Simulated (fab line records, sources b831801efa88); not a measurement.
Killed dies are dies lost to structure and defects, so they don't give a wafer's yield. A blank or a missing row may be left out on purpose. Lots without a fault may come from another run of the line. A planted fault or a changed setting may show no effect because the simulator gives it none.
Problem report in the 8D (eight disciplines) form, filled by code | flow gf180mcu | the parts of the form that need people (team, actions taken, sign-off) are left out

1. THE PROBLEM
HV_LDD_4_TW at GF_HV_LDD_TW_MEAS_50 reads a mean of 532 on 6 wafers of 2 lots; wafers without a fault read 570 with a standard deviation of 3.9. That is -9.8 standard deviations from the usual mean.
First seen on wafer L372.3, day 19 00:08, on film_metro-03. The record holds 42 wafers of 14 lots with a number at this step. Rule for "out", or "out of limits": more than 4 standard deviations from the usual mean. The other wafers with a number count as sound.

2. WHAT IT IS AND WHAT IT IS NOT
question                    | is                           | is not
which readings at this step | HV_LDD_4_TW                  | -
which lots                  | L372, L374                   | L352, L353, L354, L356, L358, L362, L363, L364, L365, L369, L370, L375
which wafers of those lots  | all that have a number       | -
read on which gauges        | film_metro-01, film_metro-03 | film_metro-04
when                        | from day 19 00:08            | up to then (33 sound wafers); but 3 sound wafers of L375 came after

3. SUSPECTS, AND WHAT RULES EACH OUT
Counting: a tool at a process step up to the reading stays a suspect if it ran every lot that is out and no sound lot after the first of them.
- the gauge at GF_HV_LDD_TW_MEAS_50: ruled out. The wafers that are out were read on 2 gauges (film_metro-01, film_metro-03).
- implanter-01 at GF_HV_LDD_IMPLANT_48: kept. It ran every lot that is out, first L372 (day 18 23:55), and no sound lot after that; its last sound lot up to then is L369 (day 18 05:25). Its own readings are out on those wafers: beam_on_s, faraday_current_uA.
Left after counting: implanter-01 at GF_HV_LDD_IMPLANT_48.

4. THE CAUSE (what the simulator had put in)
Process parameter drift: implanter-01, from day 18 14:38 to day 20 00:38, at GF_HV_LDD_IMPLANT_48. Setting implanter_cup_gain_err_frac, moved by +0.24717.
Counting left only this tool.

5. THE CHAIN OF EFFECTS, in route order
Each row: a reading whose mean over the struck wafers that have a number lies more than 3 standard deviations from the usual. Only readings for which the record gives a usual standard deviation are gone through. hours: the time from each lot's start at the first step in this table that gives one to its start at this step, as a median over the lots. sigmas: the change in usual standard deviations.
hours | step                 | reading            | usual   | on struck wafers | change | sigmas
0     | GF_HV_LDD_IMPLANT_48 | beam_on_s          | 10.02 s | 7.92             | -2.10  | -10
0     | GF_HV_LDD_IMPLANT_48 | faraday_current_uA | 169     | 214              | +44    | +13
0     | GF_HV_LDD_TW_MEAS_50 | HV_LDD_4_TW        | 570     | 532              | -38    | -9.8
The process steps in it:
- GF_HV_LDD_IMPLANT_48
Later measuring or inspecting steps at which every struck wafer that the step has a row for has a number for every such reading, and none has moved that far: GF_HV_LDD_RS_MEAS_53.

6. WHAT WOULD HAVE CAUGHT IT SOONER
In this record the first reading out of limits at a measuring or inspecting step was taken at day 19 00:08, 10 hours after the fault began at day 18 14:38.
The tool's own readings at GF_HV_LDD_IMPLANT_48 were out on every struck wafer that the step has a row for (beam_on_s, faraday_current_uA): an alarm limit on them would have fired on the first of those.
Of the lots that are out (2), L374 began GF_HV_LDD_IMPLANT_48 on implanter-01 after day 19 00:08. A hold on the tool at that time would have spared it.
